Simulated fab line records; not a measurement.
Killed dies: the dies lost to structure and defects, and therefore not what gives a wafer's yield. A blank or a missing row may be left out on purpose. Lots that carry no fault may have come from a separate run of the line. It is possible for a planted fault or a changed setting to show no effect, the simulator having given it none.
Problem report, 8D (eight disciplines) form, completed by code | flow sky130 | the parts of the form that need people (team, actions taken, sign-off) are left out

1. WHAT WENT WRONG
Across 6 wafers from 2 lots, LDD_N_TW at SKY_LDD_N_TW_MEAS_17 averages 2971, while fault-free wafers read 2560 with a standard deviation of 45. Relative to the usual mean, that is a shift of +9.1 standard deviations.
Earliest sighting: wafer L742.4 on film_metro-04 at day 24 13:32. The record has a number at this step for 33 wafers belonging to 11 lots. Rule for "out", or "out of limits": more than 4 standard deviations from the usual mean. All remaining wafers that have a number are taken as sound.

2. WHAT IT IS, WHAT IT ISN'T
question                    | is                           | is not
which readings at this step | LDD_N_TW                     | -
which lots                  | L742, L743                   | L729, L731, L735, L736, L737, L738, L740, L744, L746
which wafers of those lots  | all that have a number       | -
read on which gauges        | film_metro-01, film_metro-04 | film_metro-02
when                        | from day 24 13:32            | up to then (21 sound wafers); but 6 sound wafers of L744, L746 came after

3. SUSPECTS, AND WHAT RULES EACH OUT
Counting: a tool stays on the suspect list if, at a process step up to the reading, it processed all lots that are out and no sound lot following the first of them.
- the gauge at SKY_LDD_N_TW_MEAS_17: ruled out. 2 gauges (film_metro-01, film_metro-04) read the wafers that are out.
- implanter-02 at SKY_LDD_N_IMPLANT_08: kept. Every lot that is out went through it, starting with L742 (day 24 12:17), and after that it ran no sound lot; the last sound lot it ran before then is L737 (day 22 14:11). On those wafers its own readings are out: beam_on_s, dose_ions_cm2, faraday_current_uA.
Remaining after the count: implanter-02 at SKY_LDD_N_IMPLANT_08.

4. THE CAUSE (what the simulator had put in)
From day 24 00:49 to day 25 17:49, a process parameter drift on implanter-02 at SKY_LDD_N_IMPLANT_08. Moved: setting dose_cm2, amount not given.
This tool alone remained once counting was done.

5. THE CHAIN OF EFFECTS, in route order
Rows list readings where the struck wafers' mean (over those with a number) sits beyond 3 standard deviations from the usual. Readings are gone through only where the record gives a usual standard deviation; hours: the median, over the lots, of the time from a lot's start at the first step in this table giving one to that lot's start at this step; sigmas: the change measured in usual standard deviations.
hours | step                 | reading                  | usual     | on struck wafers | change     | sigmas
0     | SKY_LDD_N_IMPLANT_08 | beam_on_s                | 9.98 s    | 61.30            | +51.32     | +99 or more
0     | SKY_LDD_N_IMPLANT_08 | dose_ions_cm2            | 7.501e+13 | 5.841e+14        | +5.091e+14 | +99 or more
0     | SKY_LDD_N_IMPLANT_08 | faraday_current_uA       | 424       | 538              | +114       | +15
1     | SKY_LDD_N_STRIP_16   | strip_time_to_endpoint_s | 4.319 s   | 5.458            | +1.139     | +76
1     | SKY_LDD_N_TW_MEAS_17 | LDD_N_TW                 | 2560      | 2971             | +411       | +9.1
The process steps in it:
- SKY_LDD_N_IMPLANT_08
- SKY_LDD_N_STRIP_16: strips in O2/N2.
Later measuring or inspecting steps at which every struck wafer that the step has a row for has a number for every such reading, and none has moved that far: SKY_SD_P_CD_MEAS_07.

6. HOW IT WOULD HAVE BEEN CAUGHT EARLIER
In this record the first reading out of limits at a measuring or inspecting step was taken at day 24 13:32, 13 hours after the fault began at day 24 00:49.
Tool's own readings at SKY_LDD_N_IMPLANT_08, beam_on_s, dose_ions_cm2, faraday_current_uA: out on all struck wafers the step has rows for; an alarm limit on them would have tripped on the first.
L743, from the lots that are out (2), started SKY_LDD_N_IMPLANT_08 on implanter-02 later than day 24 13:32. Putting the tool on hold at that point would have spared it.
